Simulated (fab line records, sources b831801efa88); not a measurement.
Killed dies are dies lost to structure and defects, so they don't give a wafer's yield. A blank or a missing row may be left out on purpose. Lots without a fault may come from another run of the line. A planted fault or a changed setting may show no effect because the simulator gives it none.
Which tool did it? | flow gf180mcu | 14 lots, 42 wafers sampled, at 1 step of a route of 602

WHAT THE GAUGES READ, wafer by wafer
GF_STI_THK_MEAS_24. Usual: STI_CVD_23_THK 648 nm, standard deviation 7.4.
lot  | measured    | on            | STI_CVD_23_THK (nm) | flag
L680 | day 2 03:23 | film_metro-03 | 642 641 650         |
L681 | day 2 08:37 | film_metro-02 | 659 659 646         |
L683 | day 2 20:04 | film_metro-02 | 645 646 655         |
L684 | day 3 01:02 | film_metro-02 | 657 661 649         |
L685 | day 3 06:06 | film_metro-01 | 645 646 656         |
L687 | day 3 16:00 | film_metro-03 | 659 660 654         |
L689 | day 4 03:43 | film_metro-03 | 645 640 646         |
L690 | day 4 07:35 | film_metro-03 | 643 657 650         |
L691 | day 4 12:13 | film_metro-01 | 642 646 643         |
L698 | day 6 00:51 | film_metro-02 | 637 646 641         |
L699 | day 6 05:29 | film_metro-01 | 646 655 640         |
L700 | day 6 12:03 | film_metro-01 | 631 649 635         |
L702 | day 6 21:05 | film_metro-02 | 660 664 655         |
L703 | day 7 01:33 | film_metro-01 | 663 653 663         |

WHICH TOOL RAN EACH LOT (tool, then ch and the chambers of the sampled wafers, then the start)
The record holds no process step before these readings.

WHAT THE TOOLS THEMSELVES READ (means of the sampled wafers that have a number; where no wafer has one, the mark that the record gives instead)
The record holds no such reading with a usual standard deviation.

THE ANSWER, worked out from the rows above alone
Rule: a lot is off if the mean of its wafers that have a number lies more than 3 standard deviations from the usual mean. A lot without any number at a reading at which 4 lots or more have one is off too. The other lots that the step has rows for count as sound. The gauges are gone through in route order, then the tools' own readings, and for those a lot's mean is taken as printed above. The first step at which some lot is off is used, and at that step the reading that is off furthest; a lot without a number counts as furthest.
No lot is off at any reading shown: from this, nothing can be told.

WHAT THE SIMULATOR HAD PUT IN
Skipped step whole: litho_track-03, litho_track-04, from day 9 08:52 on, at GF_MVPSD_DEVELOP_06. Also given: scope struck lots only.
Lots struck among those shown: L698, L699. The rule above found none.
